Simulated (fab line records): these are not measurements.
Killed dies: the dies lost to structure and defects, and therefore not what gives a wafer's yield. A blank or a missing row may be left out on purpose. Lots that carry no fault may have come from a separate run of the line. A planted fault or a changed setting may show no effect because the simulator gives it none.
A sampling plan put to the test / flow sky130 / one line in one fab, 49 faults in these records, each fault weighed on the records of the lots it struck
What counts as the plan is the set of the line's own looks, namely the steps on the route at which a gauge or an inspection reads a wafer and does not change it. A look can be judged if struck wafers have a number there and the file gives its usual mean and standard deviation on fault-free wafers. Caught: a look later than the fault's first step finds the struck wafers' mean 4 or more of those standard deviations (sigma) from the usual mean. On the tool: the fault's steps, tested the same way using the tool's own readings. A different recipe on the struck wafers counts as caught too, as does a record blank only for those wafers.

THE FAULTS, as the simulator had put them in
1. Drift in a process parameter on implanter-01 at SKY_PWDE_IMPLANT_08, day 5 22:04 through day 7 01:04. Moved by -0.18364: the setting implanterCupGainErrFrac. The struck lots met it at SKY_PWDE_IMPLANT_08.
2. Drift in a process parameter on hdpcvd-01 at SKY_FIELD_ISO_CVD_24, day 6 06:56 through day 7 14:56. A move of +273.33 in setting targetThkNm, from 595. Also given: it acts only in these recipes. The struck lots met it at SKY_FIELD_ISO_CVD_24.
3. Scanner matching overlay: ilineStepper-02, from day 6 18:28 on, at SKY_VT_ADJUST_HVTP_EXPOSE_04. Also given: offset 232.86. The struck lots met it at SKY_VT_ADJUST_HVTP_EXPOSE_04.
4. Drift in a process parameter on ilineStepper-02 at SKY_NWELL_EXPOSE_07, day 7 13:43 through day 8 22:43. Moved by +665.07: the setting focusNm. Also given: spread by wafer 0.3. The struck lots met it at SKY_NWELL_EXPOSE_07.
5. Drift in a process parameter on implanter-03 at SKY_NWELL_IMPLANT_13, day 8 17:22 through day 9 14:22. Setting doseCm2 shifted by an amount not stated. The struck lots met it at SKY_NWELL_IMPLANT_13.
6. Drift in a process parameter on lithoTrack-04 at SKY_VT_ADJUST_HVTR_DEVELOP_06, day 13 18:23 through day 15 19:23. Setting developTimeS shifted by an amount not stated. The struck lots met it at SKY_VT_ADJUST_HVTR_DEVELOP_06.
7. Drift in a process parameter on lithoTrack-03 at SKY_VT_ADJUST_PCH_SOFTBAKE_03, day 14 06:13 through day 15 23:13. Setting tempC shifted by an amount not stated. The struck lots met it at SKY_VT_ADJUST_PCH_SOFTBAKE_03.
8. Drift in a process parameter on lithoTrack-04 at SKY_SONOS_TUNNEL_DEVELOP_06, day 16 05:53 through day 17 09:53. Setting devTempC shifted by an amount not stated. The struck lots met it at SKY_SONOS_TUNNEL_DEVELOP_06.
9. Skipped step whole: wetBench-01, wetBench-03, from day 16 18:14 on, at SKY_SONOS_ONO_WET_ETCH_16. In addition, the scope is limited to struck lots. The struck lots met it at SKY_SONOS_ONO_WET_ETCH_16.
10. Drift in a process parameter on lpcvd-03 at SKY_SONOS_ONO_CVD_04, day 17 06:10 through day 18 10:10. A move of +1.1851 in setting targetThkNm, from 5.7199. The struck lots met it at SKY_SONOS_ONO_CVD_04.
11. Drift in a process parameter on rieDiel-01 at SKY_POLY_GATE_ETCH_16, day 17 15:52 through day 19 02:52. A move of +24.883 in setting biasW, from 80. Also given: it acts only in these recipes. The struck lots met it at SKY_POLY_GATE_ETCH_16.
12. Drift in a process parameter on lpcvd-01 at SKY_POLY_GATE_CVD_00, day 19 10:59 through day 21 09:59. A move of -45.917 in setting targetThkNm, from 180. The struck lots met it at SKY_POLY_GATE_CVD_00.
13. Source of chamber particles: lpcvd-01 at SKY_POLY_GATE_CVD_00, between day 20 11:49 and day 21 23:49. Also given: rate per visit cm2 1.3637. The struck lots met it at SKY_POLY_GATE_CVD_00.
14. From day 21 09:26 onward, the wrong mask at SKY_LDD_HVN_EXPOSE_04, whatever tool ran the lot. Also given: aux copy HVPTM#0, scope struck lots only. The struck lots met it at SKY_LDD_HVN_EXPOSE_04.
15. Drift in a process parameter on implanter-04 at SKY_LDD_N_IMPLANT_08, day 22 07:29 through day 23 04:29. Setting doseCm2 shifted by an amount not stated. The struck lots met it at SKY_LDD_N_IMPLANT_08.
16. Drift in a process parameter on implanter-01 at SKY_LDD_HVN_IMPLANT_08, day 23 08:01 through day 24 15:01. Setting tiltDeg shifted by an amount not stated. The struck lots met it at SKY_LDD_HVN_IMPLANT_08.
17. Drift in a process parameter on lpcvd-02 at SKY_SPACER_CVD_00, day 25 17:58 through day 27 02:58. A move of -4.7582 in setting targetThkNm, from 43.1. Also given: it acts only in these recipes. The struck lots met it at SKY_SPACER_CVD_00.
18. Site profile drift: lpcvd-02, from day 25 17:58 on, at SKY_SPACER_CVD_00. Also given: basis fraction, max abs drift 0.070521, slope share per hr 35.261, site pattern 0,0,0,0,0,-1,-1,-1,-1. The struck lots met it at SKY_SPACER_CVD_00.
19. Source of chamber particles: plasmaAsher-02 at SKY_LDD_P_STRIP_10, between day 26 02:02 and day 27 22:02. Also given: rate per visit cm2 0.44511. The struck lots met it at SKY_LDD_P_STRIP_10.
20. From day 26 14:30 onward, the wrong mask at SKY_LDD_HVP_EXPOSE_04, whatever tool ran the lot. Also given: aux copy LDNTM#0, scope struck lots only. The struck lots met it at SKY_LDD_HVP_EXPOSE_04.
21. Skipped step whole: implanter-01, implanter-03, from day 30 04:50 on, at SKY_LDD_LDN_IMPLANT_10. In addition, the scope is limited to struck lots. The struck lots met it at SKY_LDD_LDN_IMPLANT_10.
22. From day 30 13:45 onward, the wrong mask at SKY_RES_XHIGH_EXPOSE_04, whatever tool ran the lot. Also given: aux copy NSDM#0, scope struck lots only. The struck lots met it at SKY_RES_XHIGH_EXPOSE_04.
23. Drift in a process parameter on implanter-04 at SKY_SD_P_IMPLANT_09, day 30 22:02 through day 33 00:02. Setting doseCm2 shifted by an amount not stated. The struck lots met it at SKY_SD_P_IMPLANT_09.
24. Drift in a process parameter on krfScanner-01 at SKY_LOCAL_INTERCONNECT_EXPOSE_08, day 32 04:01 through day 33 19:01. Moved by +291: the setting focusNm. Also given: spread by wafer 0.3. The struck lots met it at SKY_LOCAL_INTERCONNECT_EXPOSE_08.
25. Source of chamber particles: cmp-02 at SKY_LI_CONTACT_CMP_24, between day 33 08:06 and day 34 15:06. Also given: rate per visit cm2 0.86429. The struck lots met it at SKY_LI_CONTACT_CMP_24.
26. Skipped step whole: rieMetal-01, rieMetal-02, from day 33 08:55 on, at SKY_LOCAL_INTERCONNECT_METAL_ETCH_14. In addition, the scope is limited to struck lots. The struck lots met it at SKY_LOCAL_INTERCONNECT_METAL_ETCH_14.
27. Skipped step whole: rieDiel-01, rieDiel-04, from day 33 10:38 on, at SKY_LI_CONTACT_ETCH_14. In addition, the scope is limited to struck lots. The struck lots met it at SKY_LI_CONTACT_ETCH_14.
28. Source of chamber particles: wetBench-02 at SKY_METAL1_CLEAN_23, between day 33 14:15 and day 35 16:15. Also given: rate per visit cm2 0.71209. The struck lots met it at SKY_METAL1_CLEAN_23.
29. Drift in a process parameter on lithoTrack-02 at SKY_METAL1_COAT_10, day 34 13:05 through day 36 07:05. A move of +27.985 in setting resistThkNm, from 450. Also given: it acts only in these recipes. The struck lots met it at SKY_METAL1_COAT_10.
30. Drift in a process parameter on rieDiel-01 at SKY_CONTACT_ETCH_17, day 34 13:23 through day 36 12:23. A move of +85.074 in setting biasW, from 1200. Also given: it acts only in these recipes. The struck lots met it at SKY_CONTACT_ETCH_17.
31. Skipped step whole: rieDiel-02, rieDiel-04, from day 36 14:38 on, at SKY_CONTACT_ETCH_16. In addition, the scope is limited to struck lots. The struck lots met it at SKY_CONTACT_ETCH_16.
32. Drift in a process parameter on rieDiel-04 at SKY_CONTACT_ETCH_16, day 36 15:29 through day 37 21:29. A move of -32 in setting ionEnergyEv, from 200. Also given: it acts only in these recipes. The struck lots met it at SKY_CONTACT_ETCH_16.
33. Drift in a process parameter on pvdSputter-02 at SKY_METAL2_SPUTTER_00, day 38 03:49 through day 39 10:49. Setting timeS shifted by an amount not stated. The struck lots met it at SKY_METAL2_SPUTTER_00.
34. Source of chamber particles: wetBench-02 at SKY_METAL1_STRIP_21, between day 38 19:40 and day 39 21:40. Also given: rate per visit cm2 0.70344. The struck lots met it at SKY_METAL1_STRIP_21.
35. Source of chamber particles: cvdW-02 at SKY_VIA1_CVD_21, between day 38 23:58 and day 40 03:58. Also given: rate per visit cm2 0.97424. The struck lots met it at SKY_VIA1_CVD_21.
36. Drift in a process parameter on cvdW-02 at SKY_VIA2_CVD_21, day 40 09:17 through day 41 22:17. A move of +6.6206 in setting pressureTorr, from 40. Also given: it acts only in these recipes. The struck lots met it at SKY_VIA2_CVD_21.
37. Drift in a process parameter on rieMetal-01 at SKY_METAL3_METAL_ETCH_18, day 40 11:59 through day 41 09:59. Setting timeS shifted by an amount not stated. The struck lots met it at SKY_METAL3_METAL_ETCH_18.
38. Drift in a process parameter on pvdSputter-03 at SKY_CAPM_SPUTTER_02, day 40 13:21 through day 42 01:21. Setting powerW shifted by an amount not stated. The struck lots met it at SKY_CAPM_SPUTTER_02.
39. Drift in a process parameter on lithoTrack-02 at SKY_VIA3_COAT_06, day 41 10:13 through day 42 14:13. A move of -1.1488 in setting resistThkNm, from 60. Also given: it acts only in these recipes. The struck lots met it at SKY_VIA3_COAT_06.
40. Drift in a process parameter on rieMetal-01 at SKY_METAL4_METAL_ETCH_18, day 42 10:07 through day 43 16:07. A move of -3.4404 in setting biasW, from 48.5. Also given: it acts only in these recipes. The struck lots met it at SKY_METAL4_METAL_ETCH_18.
41. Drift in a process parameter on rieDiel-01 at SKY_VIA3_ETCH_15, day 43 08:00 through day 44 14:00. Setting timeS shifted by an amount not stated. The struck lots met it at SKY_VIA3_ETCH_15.
42. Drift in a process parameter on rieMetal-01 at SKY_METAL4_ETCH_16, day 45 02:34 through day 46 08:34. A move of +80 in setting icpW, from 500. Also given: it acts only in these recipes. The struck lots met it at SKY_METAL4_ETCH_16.
43. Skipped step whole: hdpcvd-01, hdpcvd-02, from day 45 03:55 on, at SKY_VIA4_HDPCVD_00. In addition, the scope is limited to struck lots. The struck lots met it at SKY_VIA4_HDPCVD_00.
44. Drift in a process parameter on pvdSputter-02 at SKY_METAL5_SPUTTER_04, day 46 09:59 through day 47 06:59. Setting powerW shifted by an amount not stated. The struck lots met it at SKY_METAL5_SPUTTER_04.
45. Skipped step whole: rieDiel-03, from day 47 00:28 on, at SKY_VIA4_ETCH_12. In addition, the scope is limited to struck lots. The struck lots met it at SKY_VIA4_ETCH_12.
46. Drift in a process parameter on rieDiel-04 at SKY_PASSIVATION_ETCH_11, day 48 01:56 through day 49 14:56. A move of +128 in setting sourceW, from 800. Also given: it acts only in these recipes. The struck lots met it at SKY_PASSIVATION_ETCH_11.
47. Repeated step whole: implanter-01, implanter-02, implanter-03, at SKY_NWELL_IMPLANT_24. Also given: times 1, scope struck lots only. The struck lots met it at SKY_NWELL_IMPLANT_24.
48. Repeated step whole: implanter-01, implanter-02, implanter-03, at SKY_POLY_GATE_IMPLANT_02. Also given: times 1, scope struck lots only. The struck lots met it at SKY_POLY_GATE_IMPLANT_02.
49. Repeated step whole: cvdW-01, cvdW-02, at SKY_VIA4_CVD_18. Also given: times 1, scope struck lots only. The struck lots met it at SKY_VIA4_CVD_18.

WHAT THE PLAN SAW
fault=1; on the tool itself=beamOnS +13 sigma; first look that catches it=SKY_PWDE_TW_MEAS_10; reading, sigma=PWDE_TW +8.3; median hours from its first step to that look=0.2; hours from the fault's start to the first struck lot there=11; judged looks passed uncaught=0
fault=2; on the tool itself=no reading that can be judged; first look that catches it=SKY_FIELD_ISO_THK_MEAS_25; reading, sigma=FIELD_ISO_CVD_24_THK +43; median hours from its first step to that look=0.1; hours from the fault's start to the first struck lot there=2; judged looks passed uncaught=0
fault=3; on the tool itself=under 2 sigma; first look that catches it=SKY_VT_ADJUST_HVTP_OVL_MEAS_08; reading, sigma=VT_ADJUST_HVTP_OVL +99 or beyond; median hours from its first step to that look=10.0; hours from the fault's start to the first struck lot there=12; judged looks passed uncaught=0
fault=4; on the tool itself=under 2 sigma; first look that catches it=none of the 6 looks that can be judged after it; reading, sigma=-; median hours from its first step to that look=-; hours from the fault's start to the first struck lot there=-; judged looks passed uncaught=6
fault=5; on the tool itself=doseIonsCm2 -99 or beyond sigma; first look that catches it=SKY_NWELL_RS_MEAS_29; reading, sigma=NWELL_RS +4.3; median hours from its first step to that look=24.0; hours from the fault's start to the first struck lot there=34; judged looks passed uncaught=0
fault=6; on the tool itself=no reading that can be judged; first look that catches it=SKY_VT_ADJUST_HVTR_CD_MEAS_07; reading, sigma=cdNm +15; median hours from its first step to that look=0.1; hours from the fault's start to the first struck lot there=6; judged looks passed uncaught=0
fault=7; on the tool itself=plateTempC -17 sigma; first look that catches it=not the one look that can be judged after it; reading, sigma=-; median hours from its first step to that look=-; hours from the fault's start to the first struck lot there=-; judged looks passed uncaught=1
fault=8; on the tool itself=developerTempC -23 sigma; first look that catches it=none of the 2 looks that can be judged after it; reading, sigma=strongest: cdNm at SKY_SONOS_TUNNEL_CD_MEAS_07, +2.8; median hours from its first step to that look=-; hours from the fault's start to the first struck lot there=-; judged looks passed uncaught=2
fault=9; on the tool itself=the tool's record is blank for the struck wafers; first look that catches it=no look after it can be judged; reading, sigma=-; median hours from its first step to that look=-; hours from the fault's start to the first struck lot there=-; judged looks passed uncaught=0
fault=10; on the tool itself=under 2 sigma; first look that catches it=SKY_SONOS_ONO_THK_MEAS_05; reading, sigma=SONOS_ONO_CVD_04_THK +9.8; median hours from its first step to that look=1.2; hours from the fault's start to the first struck lot there=9; judged looks passed uncaught=0
fault=11; on the tool itself=biasW +99 or beyond sigma; first look that catches it=not the one look that can be judged after it; reading, sigma=-; median hours from its first step to that look=-; hours from the fault's start to the first struck lot there=-; judged looks passed uncaught=1
fault=12; on the tool itself=under 2 sigma; first look that catches it=SKY_POLY_GATE_THK_MEAS_01; reading, sigma=POLY_GATE_CVD_00_THK -29; median hours from its first step to that look=1.2; hours from the fault's start to the first struck lot there=3; judged looks passed uncaught=0
fault=13; on the tool itself=under 2 sigma; first look that catches it=none of the 2 looks that can be judged after it; reading, sigma=-; median hours from its first step to that look=-; hours from the fault's start to the first struck lot there=-; judged looks passed uncaught=2
fault=14; on the tool itself=under 2 sigma; first look that catches it=SKY_LDD_HVN_TW_MEAS_10; reading, sigma=LDD_HVN_TW -99 or beyond; median hours from its first step to that look=14.9; hours from the fault's start to the first struck lot there=23; judged looks passed uncaught=0
fault=15; on the tool itself=doseIonsCm2 +99 or beyond sigma; first look that catches it=SKY_LDD_N_TW_MEAS_17; reading, sigma=LDD_N_TW +5.6; median hours from its first step to that look=1.3; hours from the fault's start to the first struck lot there=3; judged looks passed uncaught=0
fault=16; on the tool itself=tiltDeg -99 or beyond sigma; first look that catches it=SKY_LDD_HVN_TW_MEAS_10; reading, sigma=LDD_HVN_TW -23; median hours from its first step to that look=0.2; hours from the fault's start to the first struck lot there=2; judged looks passed uncaught=0
fault=17; on the tool itself=under 2 sigma; first look that catches it=SKY_SPACER_THK_MEAS_01; reading, sigma=SPACER_CVD_00_THK -10; median hours from its first step to that look=1.2; hours from the fault's start to the first struck lot there=2; judged looks passed uncaught=0
fault=18; on the tool itself=under 2 sigma; first look that catches it=not the one look that can be judged after it; reading, sigma=strongest: SPACER_CVD_00_THK at SKY_SPACER_THK_MEAS_01, -3.4; median hours from its first step to that look=-; hours from the fault's start to the first struck lot there=-; judged looks passed uncaught=1
fault=19; on the tool itself=under 2 sigma; first look that catches it=none of the 2 looks that can be judged after it; reading, sigma=-; median hours from its first step to that look=-; hours from the fault's start to the first struck lot there=-; judged looks passed uncaught=2
fault=20; on the tool itself=under 2 sigma; first look that catches it=SKY_LDD_HVP_TW_MEAS_10; reading, sigma=LDD_HVP_TW -99 or beyond; median hours from its first step to that look=13.1; hours from the fault's start to the first struck lot there=16; judged looks passed uncaught=0
fault=21; on the tool itself=the tool's record is blank for the struck wafers; first look that catches it=SKY_LDD_LDN_TW_MEAS_13; reading, sigma=LDD_LDN_TW -12; median hours from its first step to that look=0.4; hours from the fault's start to the first struck lot there=5; judged looks passed uncaught=0
fault=22; on the tool itself=under 2 sigma; first look that catches it=SKY_RES_XHIGH_TW_MEAS_09; reading, sigma=RES_XHIGH_TW -99 or beyond; median hours from its first step to that look=13.3; hours from the fault's start to the first struck lot there=15; judged looks passed uncaught=0
fault=23; on the tool itself=doseIonsCm2 -99 or beyond sigma; first look that catches it=SKY_SD_P_TW_MEAS_11; reading, sigma=SD_P_TW -8.1; median hours from its first step to that look=0.2; hours from the fault's start to the first struck lot there=21; judged looks passed uncaught=0
fault=24; on the tool itself=exposureDoseMJCm2 -54 sigma; first look that catches it=SKY_LOCAL_INTERCONNECT_CD_MEAS_11; reading, sigma=cdNm -52; median hours from its first step to that look=13.2; hours from the fault's start to the first struck lot there=47; judged looks passed uncaught=0
fault=25; on the tool itself=under 2 sigma; first look that catches it=no look after it can be judged; reading, sigma=-; median hours from its first step to that look=-; hours from the fault's start to the first struck lot there=-; judged looks passed uncaught=0
fault=26; on the tool itself=the tool's record is blank for the struck wafers; first look that catches it=no look after it can be judged; reading, sigma=-; median hours from its first step to that look=-; hours from the fault's start to the first struck lot there=-; judged looks passed uncaught=0
fault=27; on the tool itself=the tool's record is blank for the struck wafers; first look that catches it=no look after it can be judged; reading, sigma=-; median hours from its first step to that look=-; hours from the fault's start to the first struck lot there=-; judged looks passed uncaught=0
fault=28; on the tool itself=no reading that can be judged; first look that catches it=not the one look that can be judged after it; reading, sigma=-; median hours from its first step to that look=-; hours from the fault's start to the first struck lot there=-; judged looks passed uncaught=1
fault=29; on the tool itself=under 2 sigma; first look that catches it=no look after it can be judged; reading, sigma=-; median hours from its first step to that look=-; hours from the fault's start to the first struck lot there=-; judged looks passed uncaught=0
fault=30; on the tool itself=biasW +26 sigma; first look that catches it=no look after it can be judged; reading, sigma=-; median hours from its first step to that look=-; hours from the fault's start to the first struck lot there=-; judged looks passed uncaught=0
fault=31; on the tool itself=the tool's record is blank for the struck wafers; first look that catches it=no look after it can be judged; reading, sigma=-; median hours from its first step to that look=-; hours from the fault's start to the first struck lot there=-; judged looks passed uncaught=0
fault=32; on the tool itself=under 2 sigma; first look that catches it=no look after it can be judged; reading, sigma=-; median hours from its first step to that look=-; hours from the fault's start to the first struck lot there=-; judged looks passed uncaught=0
fault=33; on the tool itself=under 2 sigma; first look that catches it=no look after it can be judged; reading, sigma=-; median hours from its first step to that look=-; hours from the fault's start to the first struck lot there=-; judged looks passed uncaught=0
fault=34; on the tool itself=no reading that can be judged; first look that catches it=not the one look that can be judged after it; reading, sigma=-; median hours from its first step to that look=-; hours from the fault's start to the first struck lot there=-; judged looks passed uncaught=1
fault=35; on the tool itself=under 2 sigma; first look that catches it=none of the 2 looks that can be judged after it; reading, sigma=-; median hours from its first step to that look=-; hours from the fault's start to the first struck lot there=-; judged looks passed uncaught=2
fault=36; on the tool itself=chamberPressureTorr +82 sigma; first look that catches it=SKY_VIA2_RS_MEAS_22; reading, sigma=VIA2_W_RS -6.6; median hours from its first step to that look=0.1; hours from the fault's start to the first struck lot there=7; judged looks passed uncaught=0
fault=37; on the tool itself=runLengthS +27 sigma; first look that catches it=no look after it can be judged; reading, sigma=-; median hours from its first step to that look=-; hours from the fault's start to the first struck lot there=-; judged looks passed uncaught=0
fault=38; on the tool itself=cathodeDcPowerW -99 or beyond sigma; first look that catches it=not the one look that can be judged after it; reading, sigma=-; median hours from its first step to that look=-; hours from the fault's start to the first struck lot there=-; judged looks passed uncaught=1
fault=39; on the tool itself=under 2 sigma; first look that catches it=none of the 2 looks that can be judged after it; reading, sigma=-; median hours from its first step to that look=-; hours from the fault's start to the first struck lot there=-; judged looks passed uncaught=2
fault=40; on the tool itself=biasW -22 sigma; first look that catches it=no look after it can be judged; reading, sigma=-; median hours from its first step to that look=-; hours from the fault's start to the first struck lot there=-; judged looks passed uncaught=0
fault=41; on the tool itself=runLengthS +32 sigma; first look that catches it=no look after it can be judged; reading, sigma=-; median hours from its first step to that look=-; hours from the fault's start to the first struck lot there=-; judged looks passed uncaught=0
fault=42; on the tool itself=rfFwdPowerW +40 sigma; first look that catches it=no look after it can be judged; reading, sigma=-; median hours from its first step to that look=-; hours from the fault's start to the first struck lot there=-; judged looks passed uncaught=0
fault=43; on the tool itself=the tool's record is blank for the struck wafers; first look that catches it=no look after it can be judged; reading, sigma=-; median hours from its first step to that look=-; hours from the fault's start to the first struck lot there=-; judged looks passed uncaught=0
fault=44; on the tool itself=cathodeDcPowerW -99 or beyond sigma; first look that catches it=none of the 2 looks that can be judged after it; reading, sigma=-; median hours from its first step to that look=-; hours from the fault's start to the first struck lot there=-; judged looks passed uncaught=2
fault=45; on the tool itself=the tool's record is blank for the struck wafers; first look that catches it=no look after it can be judged; reading, sigma=-; median hours from its first step to that look=-; hours from the fault's start to the first struck lot there=-; judged looks passed uncaught=0
fault=46; on the tool itself=rfFwdPowerW +55 sigma; first look that catches it=not the one look that can be judged after it; reading, sigma=-; median hours from its first step to that look=-; hours from the fault's start to the first struck lot there=-; judged looks passed uncaught=1
fault=47; on the tool itself=no reading that can be judged; first look that catches it=SKY_NWELL_TW_MEAS_26; reading, sigma=NWELL_2_TW +37; median hours from its first step to that look=0.6; hours from the fault's start to the first struck lot there=-; judged looks passed uncaught=0
fault=48; on the tool itself=under 2 sigma; first look that catches it=SKY_RES_PROTECT_TW_MEAS_08; reading, sigma=POLY_GATE_TW +5.3; median hours from its first step to that look=0.6; hours from the fault's start to the first struck lot there=-; judged looks passed uncaught=0
fault=49; on the tool itself=under 2 sigma; first look that catches it=SKY_VIA4_RS_MEAS_19; reading, sigma=VIA4_W_RS -54; median hours from its first step to that look=0.5; hours from the fault's start to the first struck lot there=-; judged looks passed uncaught=0
A dash: the fault is not caught, or the number is missing from these records.

Caught at a look: 20 of 49. Caught on the tool: 25 of 49. By one or the other: 37 of 49.
Faults 7, 8, 9, 11, 26, 27, 30, 31, 37, 38, 40, 41, 42, 43, 44, 45, 46 were caught on the tool alone.
Caught at a look alone: faults 2, 3, 6, 10, 12, 14, 17, 20, 22, 47, 48, 49.
Caught by neither: faults 4, 13, 18, 19, 25, 28, 29, 32, 33, 34, 35, 39.

THINNER SAMPLING
If the look that catches a fault measured only every second or every third lot, by lot number, the first struck lot would be measured this late in the worst case:
fault=1; struck lots at that look, in order of time=L144, L148, L149; every lot=11 h; every second lot=27 h; every third lot=27 h
fault=2; struck lots at that look, in order of time=L254, L255; every lot=2 h; every second lot=8 h; every third lot=may miss all 2
fault=3; struck lots at that look, in order of time=L817, L818, L820, L821; every lot=12 h; every second lot=22 h; every third lot=may miss all 4
fault=5; struck lots at that look, in order of time=L581, L582; every lot=34 h; every second lot=43 h; every third lot=may miss all 2
fault=6; struck lots at that look, in order of time=L941, L942; every lot=6 h; every second lot=12 h; every third lot=may miss all 2
fault=10; struck lots at that look, in order of time=L234, L235, L236; every lot=9 h; every second lot=16 h; every third lot=19 h
fault=12; struck lots at that look, in order of time=L307, L308; every lot=3 h; every second lot=22 h; every third lot=may miss all 2
fault=14; struck lots at that look, in order of time=L706; every lot=23 h; every second lot=may miss it; every third lot=may miss it
fault=15; struck lots at that look, in order of time=L662, L663; every lot=3 h; every second lot=16 h; every third lot=may miss all 2
fault=16; struck lots at that look, in order of time=L526, L527; every lot=2 h; every second lot=28 h; every third lot=may miss all 2
fault=17; struck lots at that look, in order of time=L292, L293; every lot=2 h; every second lot=27 h; every third lot=may miss all 2
fault=20; struck lots at that look, in order of time=L186; every lot=16 h; every second lot=may miss it; every third lot=may miss it
fault=21; struck lots at that look, in order of time=L116, L117; every lot=5 h; every second lot=14 h; every third lot=may miss all 2
fault=22; struck lots at that look, in order of time=L881; every lot=15 h; every second lot=may miss it; every third lot=may miss it
fault=23; struck lots at that look, in order of time=L370, L373; every lot=21 h; every second lot=44 h; every third lot=may miss all 2
fault=24; struck lots at that look, in order of time=L723; every lot=47 h; every second lot=may miss it; every third lot=may miss it
fault=36; struck lots at that look, in order of time=L317, L320; every lot=7 h; every second lot=34 h; every third lot=may miss all 2
Hours: fault start to first struck lot measured. Since the struck wafers were tested as one group against 4 sigma, a single lot by itself may lie under the limit. Other struck lots may not be in these records.

THE LONGEST TIMED WAY FROM STEP TO LOOK
Fault 5: a median of 24.0 hours passes between SKY_NWELL_IMPLANT_13 and SKY_NWELL_RS_MEAS_29. No look between them can be judged.
